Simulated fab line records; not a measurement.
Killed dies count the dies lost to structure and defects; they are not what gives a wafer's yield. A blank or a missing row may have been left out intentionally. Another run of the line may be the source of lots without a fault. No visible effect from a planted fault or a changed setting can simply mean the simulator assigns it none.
8D (eight disciplines) problem report, filled in by code | flow gf180mcu | the parts of the form that need people (team, actions taken, sign-off) are left out

## 1. PROBLEM STATEMENT
VT_IMPLANT_2_TW at GF_VT_IMPLANT_TW_MEAS_21 reads a mean of 1115 on 6 wafers of 2 lots; wafers without a fault read 1225 with a standard deviation of 16. Relative to the usual mean, that is a shift of -6.9 standard deviations.
Earliest sighting: wafer L142.1 on film-metro-03 at day 10 23:01. The record holds 39 wafers of 13 lots with a number at this step. Rule for "out" (also "out of limits"): further than 4 standard deviations from the usual mean. The rest of the wafers with a number are treated as sound.

## 2. WHAT THIS IS AND IS NOT
question                    | is                     | is not
which readings at this step | VT_IMPLANT_2_TW        | -
which lots                  | L142, L144             | L125, L128, L129, L132, L133, L134, L135, L137, L145, L147, L148
which wafers of those lots  | all that have a number | -
read on which gauges        | film-metro-03          | film-metro-01, film-metro-04
when                        | from day 10 23:01      | up to then (24 sound wafers); but 9 sound wafers of L145, L147, L148 came after

## 3. SUSPECTS, AND WHAT RULES EACH OUT
Counting: a tool stays on the suspect list if, at a process step up to the reading, it processed all lots that are out and no sound lot following the first of them.
- the gauge at GF_VT_IMPLANT_TW_MEAS_21 has been ruled out. All the wafers that are out were read on film-metro-03, but those of them that GF_VT_IMPLANT_IMPLANT_19 has rows for are out there too, on other tools.
- implanter-03 at GF_VT_IMPLANT_IMPLANT_19: kept. It processed each lot that is out, first L142 at day 10 22:46, and no sound lot thereafter; up to then, the last sound lot it processed was L137 at day 9 09:26. Its own dose-ions-cm2, faraday-current-uA readings are out on those wafers.
Remaining after the count: implanter-03 at GF_VT_IMPLANT_IMPLANT_19.

## 4. THE CAUSE (what the simulator had put in)
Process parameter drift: implanter-03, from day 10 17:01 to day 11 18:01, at GF_VT_IMPLANT_IMPLANT_19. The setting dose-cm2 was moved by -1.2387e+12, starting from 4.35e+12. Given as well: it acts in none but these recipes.
After counting, this tool was the only one left.

## 5. SEQUENCE OF EFFECTS, ordered by route
Each row: a reading where the mean over the struck wafers with a number is more than 3 standard deviations away from the usual. Readings are gone through only where the record gives a usual standard deviation; hours: the median, over the lots, of the time from a lot's start at the first step in this table giving one to that lot's start at this step; sigmas: the change measured in usual standard deviations.
hours | step                     | reading            | usual    | on struck wafers | change    | sigmas
0     | GF_VT_IMPLANT_IMPLANT_19 | dose-ions-cm2      | 4.35e+12 | 3.11e+12         | -1.24e+12 | -99 or more
0     | GF_VT_IMPLANT_IMPLANT_19 | faraday-current-uA | 24.6     | 17.4             | -7.2      | -14
0     | GF_VT_IMPLANT_TW_MEAS_21 | VT_IMPLANT_2_TW    | 1225     | 1115             | -110      | -6.9
Process steps it contains:
- GF_VT_IMPLANT_IMPLANT_19
At these later measuring or inspecting steps, every struck wafer for which the step has a row has a number for every such reading, and none has moved that far: GF_POLY_GATE_THK_MEAS_01, GF_PSD_CD_MEAS_07.

## 6. WHAT WOULD HAVE CAUGHT IT SOONER
Counted from the fault's start at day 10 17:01, it took 6 hours until the first out-of-limits reading at a measuring or inspecting step in this record, taken at day 10 23:01.
At GF_VT_IMPLANT_IMPLANT_19, the tool's own readings (dose-ions-cm2, faraday-current-uA) were out on each struck wafer the step has a row for, so an alarm limit on them would have fired on the first such wafer.
L144, from the lots that are out (2), started GF_VT_IMPLANT_IMPLANT_19 on implanter-03 later than day 10 23:01. A tool hold placed at that time would have kept it from harm.
